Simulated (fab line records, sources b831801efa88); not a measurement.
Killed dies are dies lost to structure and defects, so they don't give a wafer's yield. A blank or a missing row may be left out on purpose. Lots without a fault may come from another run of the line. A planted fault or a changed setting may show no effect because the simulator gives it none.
fab line records | flow sky130
record lots=6 wafers=18 last_day=51
route steps=708 shown SONOS_ONO@186 GATE_OXIDE@187 PAD_OPEN@708
lots that met no fault: from a run of the same line without faults
start_h: hours from the record's first day to the start of the lot's first wafer shown | wait_h: hours since the lot's step before | " the same as in the row above | L1.1+2: a row that stands for several wafers | - no value, or no start given | * or withheld: withheld | < > ~ a bound
route shown NAME@n: a module of which the file shows steps, and the number in the route of the first | usual: mean/standard deviation of fault-free wafers | same: alike in all rows | chamber/n: place in a boat | sites: the reading at each site | _std_site: their standard deviation | _edge_site: outer sites' mean less inner sites' | radius_mm: how far each site lies from the wafer's centre | mask NAME#n: copy n | behind: the tool/chamber that last shaped the wafer | hold: why the lot was held/for how many hours/how that ended | device: the transistor (n, p or np) that didn't switch | end of line: the same wafers' tests at the end of the route | a step without rows: its recipe alone | killed: dies lost to structure and defects at the first sort, not the wafer's yield | map: a wafer's dies, x killed, . not, _ none there
set.NAME: the setting as run; set.NAME@STEP: as run at that earlier step | model.NAME: the simulator's own value behind a step, which no gauge read
lots at some steps of the route; a table a step, a row a wafer
services: from which hour (start_h, from the record's first day; less than 0 if before it) a tool's chamber was out of use, for how many hours, and why
## steps
# step SKY_SONOS_ONO_WET_ETCH_18
# recipe chemistry=H3PO4 target_depth_nm=15 target=Si3N4 temp_c=160 time_s=172
# step SKY_GATE_OXIDE_CLEAN_00
# recipe chemistry=SC1/SC2 mix=1:4:20 temp_c=70 time_s=150 dry=n2_spin
# step SKY_GATE_OXIDE_OXIDATION_01
# recipe temp_c=900 ambient=O2 stabilise_s=600 purge_s=300 target_thk_a=102.68 ox_time_s=1473
# step SKY_GATE_OXIDE_THK_MEAS_02
# recipe reads=SiO2_of_GATE_OXIDE_OXIDATION_01
# usual GATE_OXIDE_OXIDATION_00_THK=10.34/0.2
# columns lot.wafer tool chamber start_h wait_h GATE_OXIDE_OXIDATION_00_THK[nm]
L905.2 film_metro-03 - 319.48 0.0 10.37
L905.4 " - " " 10.36
L905.6 " - " " 10.54
L907.2 film_metro-03 - 332.23 0.0 10.25
L907.4 " - " " 10.42
L907.6 " - " " 10.34
L917.1 film_metro-03 - 432.21 0.0 10.54
L917.5 " - " " 10.38
L917.6 " - " " 10.41
L918.1 film_metro-04 - 446.66 0.0 10.15
L918.2 " - " " 9.88
L918.4 " - " " 10.26
L920.3 film_metro-02 - 466.88 0.0 10.10
L920.5 " - " " 9.96
L920.6 " - " " 10.01
L923.3 film_metro-03 - 517.29 0.0 9.86
L923.5 " - " " 10.03
L923.6 " - " " 10.18
# step SKY_GATE_OXIDE_DEHYDRATE_03
# recipe temp_c=200 time_s=60
# step SKY_GATE_OXIDE_HMDS_04
# recipe prime_time_s=60 prime_temp_c=120
# step SKY_GATE_OXIDE_COAT_05
# recipe resist=NOVOLAK spin_rpm=3000 resist_thk_nm=1140
# step SKY_GATE_OXIDE_SOFTBAKE_06
# recipe temp_c=90 time_s=60 resist=NOVOLAK
# step SKY_GATE_OXIDE_EXPOSE_07
# recipe mask_id=LVOM na=0.6 source_shape=conventional sigma_outer=0.6 polarization=unpolarized target_cd_nm=600 dose_mj=170
# step SKY_GATE_OXIDE_PEB_08
# recipe temp_c=withheld time_s=* resist=NOVOLAK
# step SKY_GATE_OXIDE_DEVELOP_09
# recipe resist=NOVOLAK developer=TMAH develop_time_s=60 dev_temp_c=23
# step SKY_GATE_OXIDE_OVL_MEAS_10
# usual GATE_OXIDE_OVL=-0.3/1.1
# columns lot.wafer tool chamber start_h wait_h GATE_OXIDE_OVL[nm]
L905.2 overlay-01 - 346.40 0.1 -0.5
L905.4 " - " " 1.3
L905.6 " - " " 1.0
L907.2 overlay-01 - 359.67 0.1 -1.8
L907.4 " - " " -0.4
L907.6 " - " " 1.3
L917.1 overlay-02 - 462.77 0.1 0.9
L917.5 " - " " -0.7
L917.6 " - " " 1.0
L918.1 overlay-02 - 477.40 0.1 0.6
L918.2 " - " " -0.3
L918.4 " - " " 1.3
L920.3 overlay-02 - 497.18 0.1 1.8
L920.5 " - " " 0.0
L920.6 " - " " 1.1
L923.3 overlay-01 - 546.88 0.1 -0.3
L923.5 " - " " 1.1
L923.6 " - " " 0.9
# step SKY_GATE_OXIDE_IMPLANT_11
# recipe species=B energy_kev=10 dose_cm2=2.6e+12 tilt_deg=withheld
# usual dose_ions_cm2=2.5998e+12/2.9e+09 faraday_current_uA=14.7/0.31
# columns lot.wafer tool chamber start_h wait_h dose_ions_cm2 faraday_current_uA
L905.2 implanter-02 0 346.46 0.0 2.6013e+12 14.7
L905.4 " 0 " " 2.6019e+12 15.0
L905.6 " 0 " " 2.6009e+12 14.8
L907.2 implanter-04 0 359.73 0.0 2.599e+12 14.8
L907.4 " 0 " " 2.6012e+12 14.8
L907.6 " 0 " " 2.5998e+12 14.3
L917.1 implanter-04 0 462.80 0.0 1.2011e+13 64.8
L917.5 " 0 " " 1.2011e+13 65.0
L917.6 " 0 " " 1.201e+13 69.4
L918.1 implanter-04 0 477.43 0.0 1.2012e+13 67.4
L918.2 " 0 " " 1.2013e+13 66.2
L918.4 " 0 " " 1.2012e+13 68.7
L920.3 implanter-03 0 497.25 0.1 2.6035e+12 14.9
L920.5 " 0 " " 2.6037e+12 14.7
L920.6 " 0 " " 2.6004e+12 14.3
L923.3 implanter-02 0 546.95 0.1 2.5999e+12 14.5
L923.5 " 0 " " 2.5988e+12 14.3
L923.6 " 0 " " 2.5967e+12 14.4
# step SKY_GATE_OXIDE_WET_ETCH_12
# recipe chemistry=dHF target_depth_nm=16.8 dry=n2_spin target=SiO2 dilution=100:1 temp_c=25 time_s=336
# step SKY_GATE_OXIDE_STRIP_13
# recipe chemistry=O2/N2 power_w=1400 pressure_mtorr=1500 platen_temp_c=withheld o2_flow_sccm=3000 n2_flow_sccm=300 overash_fraction=0.5
# usual drypump_motor_current_A=5.9/0.45 oes_product_au=0.716/0.0046 strip_time_to_endpoint_s=14.20/0.044
# columns lot.wafer tool chamber start_h wait_h drypump_motor_current_A oes_product_au rf_hours_counter_h strip_time_to_endpoint_s
L905.2 plasma_asher-02 1 346.69 0.0 5.9 0.714 22 14.17
L905.4 " 1 " " 5.9 0.714 - 14.17
L905.6 " 1 " " 5.9 0.723 - 14.19
L907.2 plasma_asher-02 1 359.95 0.0 6.0 0.709 24 14.14
L907.4 " 1 " " 6.0 0.718 - 14.18
L907.6 " 0 " " 5.8 0.712 - 14.11
L917.1 plasma_asher-02 0 463.05 0.0 5.8 0.709 34 14.24
L917.5 " 0 " " 5.8 0.716 - 14.26
L917.6 " 1 " " 6.0 0.715 - 14.23
L918.1 plasma_asher-02 0 477.69 0.0 5.8 0.712 36 14.13
L918.2 " 1 " " 6.0 0.720 36 14.22
L918.4 " 1 " " 5.9 0.716 - 14.17
L920.3 plasma_asher-01 1 497.49 0.0 5.7 0.716 - 14.25
L920.5 " 0 " " 6.7 0.713 - 14.19
L920.6 " 1 " " 5.7 0.719 - 14.18
L923.3 plasma_asher-01 1 547.19 0.0 5.7 0.723 - 14.28
L923.5 " 0 " " 6.7 0.723 - 14.27
L923.6 " 1 " " 5.7 0.711 - 14.24
# step SKY_GATE_OXIDE_TW_MEAS_14
# usual GATE_OXIDE_TW=222/3.2
# columns lot.wafer tool chamber start_h wait_h hold GATE_OXIDE_TW
L905.2 film_metro-04 - 346.80 0.1 - 227
L905.4 " - " " - 226
L905.6 " - " " - 225
L907.2 film_metro-03 - 360.06 0.1 - 220
L907.4 " - " " - 219
L907.6 " - " " - 221
L917.1 film_metro-02 - 463.15 0.1 await_dispo/0.2h/release 356
L917.5 " - " " await_dispo/0.2h/release 356
L917.6 " - " " await_dispo/0.2h/release 356
L917.1 film_metro-02 - 463.38 0.2 - 356
L917.5 " - " " - 357
L917.6 " - " " - 357
L918.1 film_metro-03 - 477.79 0.1 await_dispo/0.2h/release 342
L918.2 " - " " await_dispo/0.2h/release 342
L918.4 " - " " await_dispo/0.2h/release 343
L918.1 film_metro-03 - 478.02 0.2 - 342
L918.2 " - " " - 343
L918.4 " - " " - 344
L920.3 film_metro-03 - 497.57 0.1 - 218
L920.5 " - " " - 219
L920.6 " - " " - 220
L923.3 film_metro-03 - 547.27 0.1 - 221
L923.5 " - " " - 222
L923.6 " - " " - 221
# step SKY_PAD_OPEN_PROBE_99
# usual killed_at_M0_to_M3=44/7.2 killed_at_M4_up=3.1/1.7 killed_at_contacts=24/5.2 killed_at_front_end=15/4.1 killed_at_other=0.3/0.61 killed_dies=87/10 killed_open=48/7.5 killed_short=39/6.6
# same gross_dies=492 killed_at_back_side=0
# columns lot.wafer tool chamber start_h wait_h hold killed_at_M0_to_M3 killed_at_M4_up killed_at_contacts killed_at_front_end killed_at_other killed_dies killed_open killed_short
L905.2 prober-02 - 1105.03 0.1 - 39 1 21 17 0 78 49 29
L905.4 prober-02 - 1105.13 0.2 - 30 2 17 16 0 65 40 25
L905.6 prober-02 - 1105.23 0.2 - 42 4 32 22 0 100 49 51
L907.2 prober-02 - 1114.79 0.1 - 39 3 34 17 0 93 55 38
L907.4 prober-02 - 1114.89 0.2 - 53 1 22 14 0 90 53 37
L907.6 prober-02 - 1114.99 0.2 - 43 5 14 12 0 74 39 35
L917.1 prober-02 - 1179.12 0.1 await_dispo/2.3h/release 37 3 25 16 0 81 46 35
L917.5 prober-02 - 1179.32 0.2 await_dispo/2.3h/release 42 1 24 21 0 88 46 42
L917.6 prober-02 - 1179.37 0.2 await_dispo/2.3h/release 55 4 15 19 0 93 54 39
L918.1 prober-01 - 1182.70 0.1 await_dispo/2.0h/release 34 1 27 17 1 80 45 35
L918.2 prober-01 - 1182.75 0.1 await_dispo/2.0h/release 35 2 31 20 0 88 47 39
L918.4 prober-01 - 1182.85 0.2 await_dispo/2.0h/release 33 2 16 16 0 67 36 31
L920.3 prober-02 - 1196.84 0.2 - 38 6 34 8 0 86 45 41
L920.5 prober-02 - 1196.94 0.2 - 40 4 24 14 0 82 52 30
L920.6 prober-02 - 1196.99 0.2 - 46 1 26 15 0 88 47 41
L923.3 prober-01 - 1219.05 0.2 - 40 2 22 12 0 76 44 32
L923.5 prober-01 - 1219.15 0.2 - 50 3 28 14 0 95 53 42
L923.6 prober-01 - 1219.20 0.2 - 48 3 33 17 0 101 49 52
# killed by level:class
L905.2 VIA1:geometric_particle:open=9 VIA2:geometric_particle:open=8 CONTACT:geometric_particle:open=7 VIA3:geometric_particle:open=7 FIELD_ISO:geometric_particle:open=6 LI_CONTACT:geometric_particle:open=6 FIELD_ISO:geometric_particle:short=4 CONTACT:geometric_particle:short=4
L905.4 VIA1:geometric_particle:open=10 CONTACT:geometric_particle:open=6 FIELD_ISO:geometric_particle:short=5 VIA2:geometric_particle:open=5 FIELD_ISO:geometric_particle:open=4 LI_CONTACT:geometric_particle:open=4 CONTACT:geometric_particle:short=4 POLY_CUT:geometric_particle:open=3
L905.6 CONTACT:geometric_particle:short=9 VIA1:geometric_particle:open=8 VIA2:geometric_particle:open=8 CONTACT:geometric_particle:open=8 METAL2:geometric_particle:short=7 FIELD_ISO:geometric_particle:open=5 POLY_GATE:geometric_particle:open=5 VIA3:geometric_particle:open=5
L907.2 CONTACT:geometric_particle:open=12 LI_CONTACT:geometric_particle:open=11 FIELD_ISO:geometric_particle:short=7 VIA1:geometric_particle:open=6 VIA3:geometric_particle:open=6 LOCAL_INTERCONNECT:geometric_particle:short=5 VIA2:geometric_particle:open=5 FIELD_ISO:geometric_particle:open=4
L907.4 VIA3:geometric_particle:open=12 CONTACT:geometric_particle:open=10 VIA1:geometric_particle:open=7 METAL1:geometric_particle:short=6 VIA2:geometric_particle:open=6 POLY_GATE:geometric_particle:short=5 LI_CONTACT:geometric_particle:open=5 LOCAL_INTERCONNECT:geometric_particle:short=4
L907.6 LI_CONTACT:geometric_particle:open=7 VIA3:geometric_particle:open=7 VIA1:geometric_particle:open=6 VIA2:geometric_particle:open=6 METAL1:geometric_particle:open=5 METAL4:geometric_particle:short=5 METAL1:geometric_particle:short=4 VIA1:geometric_particle:short=4
L917.1 CONTACT:geometric_particle:open=11 VIA1:geometric_particle:open=10 METAL1:geometric_particle:short=6 VIA2:geometric_particle:open=5 FIELD_ISO:geometric_particle:open=4 LI_CONTACT:geometric_particle:open=4 VIA2:geometric_particle:short=4 VIA3:geometric_particle:open=4
L917.5 CONTACT:geometric_particle:open=12 VIA2:geometric_particle:open=9 METAL1:geometric_particle:short=7 POLY_GATE:geometric_particle:short=6 LI_CONTACT:geometric_particle:open=5 LOCAL_INTERCONNECT:geometric_particle:short=5 VIA1:geometric_particle:short=5 METAL2:geometric_particle:short=5
L917.6 METAL1:geometric_particle:short=12 VIA3:geometric_particle:open=11 VIA1:geometric_particle:open=9 VIA2:geometric_particle:open=8 CONTACT:geometric_particle:open=7 METAL2:geometric_particle:short=7 FIELD_ISO:geometric_particle:open=4 POLY_GATE:geometric_particle:short=4
L918.1 LI_CONTACT:geometric_particle:open=8 VIA1:geometric_particle:open=8 CONTACT:geometric_particle:open=7 POLY_GATE:geometric_particle:open=6 LI_CONTACT:geometric_particle:short=6 FIELD_ISO:geometric_particle:open=5 METAL1:geometric_particle:short=5 METAL2:geometric_particle:short=4
L918.2 CONTACT:geometric_particle:open=16 METAL2:geometric_particle:short=9 VIA1:geometric_particle:open=8 POLY_GATE:geometric_particle:short=7 VIA3:geometric_particle:open=5 FIELD_ISO:geometric_particle:short=4 LI_CONTACT:geometric_particle:open=4 CONTACT:geometric_particle:short=4
L918.4 VIA3:geometric_particle:open=9 CONTACT:geometric_particle:open=8 FIELD_ISO:geometric_particle:short=7 METAL2:geometric_particle:short=5 FIELD_ISO:geometric_particle:open=4 POLY_GATE:geometric_particle:short=4 VIA3:geometric_particle:short=4 LI_CONTACT:geometric_particle:open=4
L920.3 CONTACT:geometric_particle:open=14 CONTACT:geometric_particle:short=8 VIA3:geometric_particle:open=7 LI_CONTACT:geometric_particle:open=6 METAL1:geometric_particle:short=6 VIA2:geometric_particle:open=6 LOCAL_INTERCONNECT:geometric_particle:short=5 METAL2:geometric_particle:short=5
L920.5 VIA3:geometric_particle:open=11 CONTACT:geometric_particle:open=8 LI_CONTACT:geometric_particle:open=7 VIA2:geometric_particle:open=6 VIA1:geometric_particle:open=5 FIELD_ISO:geometric_particle:open=4 LOCAL_INTERCONNECT:geometric_particle:short=4 METAL1:geometric_particle:short=4
L920.6 CONTACT:geometric_particle:open=10 METAL2:geometric_particle:short=10 VIA2:geometric_particle:open=10 VIA1:geometric_particle:open=8 FIELD_ISO:geometric_particle:open=6 LOCAL_INTERCONNECT:geometric_particle:short=5 CONTACT:geometric_particle:short=5 VIA3:geometric_particle:open=5
L923.3 CONTACT:geometric_particle:open=12 VIA1:geometric_particle:open=7 METAL1:geometric_particle:short=7 VIA2:geometric_particle:open=7 VIA1:geometric_particle:short=5 LI_CONTACT:geometric_particle:short=4 METAL2:geometric_particle:short=4 VIA3:geometric_particle:open=4
L923.5 VIA1:geometric_particle:open=13 CONTACT:geometric_particle:open=11 METAL2:geometric_particle:short=10 LI_CONTACT:geometric_particle:open=7 FIELD_ISO:geometric_particle:short=6 LOCAL_INTERCONNECT:geometric_particle:open=4 CONTACT:geometric_particle:short=4 METAL1:geometric_particle:short=4
L923.6 METAL2:geometric_particle:short=15 CONTACT:geometric_particle:open=10 LI_CONTACT:geometric_particle:open=8 CONTACT:geometric_particle:short=7 VIA1:geometric_particle:open=6 VIA2:geometric_particle:open=6 FIELD_ISO:geometric_particle:open=5 LOCAL_INTERCONNECT:geometric_particle:short=5
# map L917.6 (x killed, . not)
__________.x........_________
________x.x...x..xx..._______
______..x........xx....._____
_____.x........xx...xx.x.____
____....x.x..x.x.........x___
___.....x......xxx.x....x.x__
__x...x....x.x......x......._
_..x.x...x.x.......x....x....
_..................xx.......x
_....x.....xx.xx..xx.........
_x............x.x..........x.
_.x.........x............x...
_........x..x..............x.
_......x.....x..x.x..x...x...
_............xx..x..x......xx
__..x.x.x..................._
___....x..........x......xx__
____..x.x..xx......x.x....___
_____.....x..x...x....x..____
______.......x...x......_____
________..........x..._______
__________.x...xx..._________
# map L918.2 (x killed, . not)
__________..x..x.x.._________
________......x...x..._______
______...xx..x......x..._____
_____x......x........x...____
____....x...........x.....___
___.....x......xx..x....x..__
__....xx....x........x.x...x_
_x.xx.xx....x..............xx
_.x..x.x..xx..x..............
_...x...x.x....xxx....x....x.
_x.x......xx........x........
_..x.....x..x....x.........xx
_..xx.x...x..x.........x.....
_.........xx......x...x.....x
_x........x............x.....
__.....x..............x....._
___x.......x.........x.....__
____...x..................___
_____x.....xx..x.x.......____
______..............x..x_____
________.........x...._______
__________....x...x._________
## services
# columns tool chamber start_h hours kind
implanter-02 - 326.69 3.4 repair
implanter-04 - 335.49 0.9 repair
plasma_asher-01 - 337.57 2.8 pm
implanter-02 - 346.72 1.6 repair
plasma_asher-02 - 365.76 0.5 repair
implanter-04 - 374.63 12.0 repair
implanter-03 - 383.51 1.2 repair
implanter-02 - 390.75 0.9 repair
implanter-04 - 395.24 1.2 repair
implanter-04 - 426.68 3.9 repair
implanter-04 - 441.20 0.8 repair
implanter-02 - 455.56 3.8 repair
implanter-03 - 480.61 4.3 pm
plasma_asher-01 - 506.24 2.5 repair
## key
first_sign step=SKY_GATE_OXIDE_IMPLANT_11 reading=dose_ions_cm2 direction=up sigmas=99+ usual=* struck=*
effect step=SKY_GATE_OXIDE_IMPLANT_11 reading=faraday_current_uA direction=up sigmas=99+ usual=14.7 struck=66.9
effect step=SKY_GATE_OXIDE_TW_MEAS_14 reading=visit direction=added
effect step=SKY_GATE_OXIDE_TW_MEAS_14 reading=GATE_OXIDE_TW direction=up sigmas=40 usual=222 struck=349
effect step=SKY_PAD_OPEN_PROBE_99 reading=hold direction=added
met_at SKY_GATE_OXIDE_IMPLANT_11
struck_wafers L917.1,L917.5,L917.6,L918.1,L918.2,L918.4
tester_left_out L917,L918
onset_between 359.73 462.80
fault kind=process_parameter_drift tool=implanter-04 chamber=- onset_h=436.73 steps=SKY_GATE_OXIDE_IMPLANT_11 channel=dose_cm2 offset=* shape=step end_h=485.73 acts_in=* stated=*
# tester_left_out: of these lots the tester's yield and bins aren't shown, on N5 and GAA mostly nor the transistor test; their killed dies are dies lost to structure and defects alone, not to doping, threshold or leakage, so they don't give the yield
